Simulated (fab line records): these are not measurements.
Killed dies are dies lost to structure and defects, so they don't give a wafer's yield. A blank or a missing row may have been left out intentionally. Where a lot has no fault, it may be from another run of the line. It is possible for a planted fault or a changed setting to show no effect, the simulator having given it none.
The tool behind it: which one? + flow sky130 + 36 wafers from 12 lots sampled at 3 of the route's 708 steps

## WHAT THE GAUGES SHOWED, per wafer
SKY_NWELL_OVL_MEAS_10. Usual: for NWELL_00_OVL the level is -0.1 nm and the standard deviation is 1.2.
| lot  | measured     | on         | NWELL_00_OVL (nm) | flag |
|------|--------------|------------|-------------------|------|
| L284 | day 4 16:48  | overlay-02 | 0.0 0.4 -0.5      |      |
| L287 | day 6 02:14  | overlay-01 | -2.1 0.4 0.0      |      |
| L288 | day 6 03:22  | overlay-02 | -1.7 -1.8 -0.8    |      |
| L290 | day 6 12:28  | overlay-02 | -0.8 0.5 -0.7     |      |
| L291 | day 7 01:53  | overlay-02 | 225.7 226.0 225.3 | OFF  |
| L292 | day 7 06:31  | overlay-01 | -0.7 0.1 -0.4     |      |
| L294 | day 7 07:52  | overlay-02 | 224.9 224.4 225.3 | OFF  |
| L295 | day 7 11:25  | overlay-01 | 224.9 225.2 223.7 | OFF  |
| L297 | day 8 06:34  | overlay-01 | 228.7 226.4 227.0 | OFF  |
| L303 | day 9 11:25  | overlay-01 | -1.0 0.4 1.0      |      |
| L305 | day 9 22:57  | overlay-01 | 0.1 0.2 -0.7      |      |
| L306 | day 10 04:56 | overlay-02 | 0.3 -1.2 -0.3     |      |

SKY_VT_ADJUST_HVTP_TW_MEAS_11. Usual: for VT_ADJUST_HVTP_TW the level is 1346 and the standard deviation is 14.
| lot  | measured     | on            | VT_ADJUST_HVTP_TW | flag |
|------|--------------|---------------|-------------------|------|
| L284 | day 6 05:58  | film-metro-02 | 1348 1352 1345    |      |
| L287 | day 7 17:41  | film-metro-03 | 1335 1338 1333    |      |
| L288 | day 7 19:16  | film-metro-02 | 1329 1341 1341    |      |
| L290 | day 8 04:57  | film-metro-04 | 1375 1368 1372    |      |
| L291 | day 8 20:29  | film-metro-02 | 1346 1346 1339    |      |
| L292 | day 9 01:26  | film-metro-03 | 1339 1340 1348    |      |
| L294 | day 9 02:04  | film-metro-03 | 1341 1338 1347    |      |
| L295 | day 9 06:58  | film-metro-03 | 1352 1354 1341    |      |
| L297 | day 10 02:44 | film-metro-03 | 1342 1347 1344    |      |
| L303 | day 11 10:12 | film-metro-04 | 1375 1369 1371    |      |
| L305 | day 11 22:53 | film-metro-02 | 1338 1343 1344    |      |
| L306 | day 12 05:34 | film-metro-03 | 1347 1339 1355    |      |

## WHICH TOOL RAN EACH LOT (tool, then ch and the chambers of the sampled wafers, then the start)
| lot  | SKY_NWELL_EXPOSE_07                |
|------|------------------------------------|
| L284 | iline-stepper-01 ch 0, day 4 08:54 |
| L287 | iline-stepper-02 ch 0, day 5 17:58 |
| L288 | iline-stepper-02 ch 0, day 5 18:27 |
| L290 | iline-stepper-02 ch 0, day 6 03:50 |
| L291 | iline-stepper-02 ch 0, day 6 16:42 |
| L292 | iline-stepper-01 ch 0, day 6 21:10 |
| L294 | iline-stepper-02 ch 0, day 6 21:58 |
| L295 | iline-stepper-02 ch 0, day 7 01:55 |
| L297 | iline-stepper-02 ch 0, day 7 20:47 |
| L303 | iline-stepper-01 ch 0, day 9 01:15 |
| L305 | iline-stepper-01 ch 0, day 9 12:04 |
| L306 | iline-stepper-01 ch 0, day 9 17:29 |
- SKY_NWELL_EXPOSE_07: exposes mask NWM, target cd 840 nm.

## WHAT THE TOOLS THEMSELVES READ (means of the sampled wafers that have a number; where no wafer has one, the mark that the record gives instead)
SKY_NWELL_EXPOSE_07. Usual: focus-offset-nm at 0.1 nm, with a standard deviation of 0.46.
| lot  | tool             | focus-offset-nm (nm) | flag |
|------|------------------|----------------------|------|
| L284 | iline-stepper-01 | -0.0                 |      |
| L287 | iline-stepper-02 | -0.1                 |      |
| L288 | iline-stepper-02 | 0.2                  |      |
| L290 | iline-stepper-02 | 0.0                  |      |
| L291 | iline-stepper-02 | 0.4                  |      |
| L292 | iline-stepper-01 | 0.4                  |      |
| L294 | iline-stepper-02 | -0.0                 |      |
| L295 | iline-stepper-02 | 0.1                  |      |
| L297 | iline-stepper-02 | 0.4                  |      |
| L303 | iline-stepper-01 | 0.9                  |      |
| L305 | iline-stepper-01 | 0.1                  |      |
| L306 | iline-stepper-01 | 0.3                  |      |

## THE ANSWER, worked out from the rows above alone
Rule: a lot is off if the mean of its wafers that have a number lies more than 3 standard deviations from the usual mean. Also off: a lot with no number at a reading for which 4 or more lots have one. Any other lot the step has rows for is counted as sound. The gauges are gone through in route order, then the tools' own readings, and for those a lot's mean is taken as printed above. The first step at which some lot is off is used, and at that step the reading that is off furthest; a lot without a number counts as furthest.
Off: L291, L294, L295, L297, at SKY_NWELL_OVL_MEAS_10 (NWELL_00_OVL).
A tool fits if, at a process step before that reading, it ran every lot that is off, and no sound lot after the first of them. The gauges at SKY_NWELL_OVL_MEAS_10 are tried like those tools. One candidate fits, namely iline-stepper-02 at SKY_NWELL_EXPOSE_07. Its last sound lot is L290 (day 6 03:50), its first lot that is off L291 (day 6 16:42): a fault that began between those two fits.

## WHAT THE SIMULATOR HAD PUT IN
Scanner matching overlay: iline-stepper-02, from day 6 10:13 on, at SKY_NWELL_EXPOSE_07. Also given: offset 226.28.
Struck lots among those shown: L291, L294, L295, L297. The rule above found the same.
